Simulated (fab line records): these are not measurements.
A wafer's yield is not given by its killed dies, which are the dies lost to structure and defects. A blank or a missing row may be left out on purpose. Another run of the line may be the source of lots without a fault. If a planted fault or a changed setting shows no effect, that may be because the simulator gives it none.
Matching of chambers	flow sky130	SKY_VIA4_CMP_02 on cmp-02: 4 sister chambers
The step polishes SiO2. 16 wafers are shown with their chamber, then 8 later ones without.

WAFERS PAIRED WITH THEIR CHAMBERS
wafer	chamber	motor_current_A (A)
L620.1	3	10.1
L620.3	1	12.8
L620.5	0	11.8
L621.2	2	14.5
L621.5	1	12.7
L621.6	0	11.2
L623.1	0	10.5
L623.2	1	12.4
L623.3	2	13.1
L627.3	0	11.2
L627.4	3	9.9
L627.5	1	12.5
L628.2	0	10.8
L628.4	1	12.3
L628.5	2	14.9
L631.1	3	9.9

SIGNATURES (means of the wafers above)
reading	chamber 0	chamber 1	chamber 2	chamber 3	scatter within a chamber
motor_current_A	11.100	12.540	14.167	9.967	0.495
Rule: for each reading, subtract the chamber's mean from the wafer's reading, divide by that reading's scatter and square the result; add these up over the readings and take the root, which gives the wafer's distance from the chamber. If the next closest chamber is less than 2 further off than the closest, the wafer can't be placed; otherwise it belongs to the closest. The scatter: take each reading less its chamber's mean, square it, sum over the shown wafers, divide by the number of wafers less the number of chambers, and take the root.

WAFERS WITH NO CHAMBER GIVEN
wafer	motor_current_A (A)
L631.4	14.3
L631.5	11.5
L632.2	10.4
L632.5	10.4
L632.6	10.7
L640.1	9.8
L640.3	11.5
L640.6	12.5

EACH ONE'S CHAMBER
wafer	from the rows above	in truth
L631.4	2	2
L631.5	can't be placed: 0 or 1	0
L632.2	can't be placed: 3 or 0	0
L632.5	can't be placed: 3 or 0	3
L632.6	can't be placed: 0 or 3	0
L640.1	3	3
L640.3	can't be placed: 0 or 1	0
L640.6	1	1
3 of 8 placed correctly. These rows do not allow placing 5 (true chamber among the candidates in 5). 0 placed wrongly.
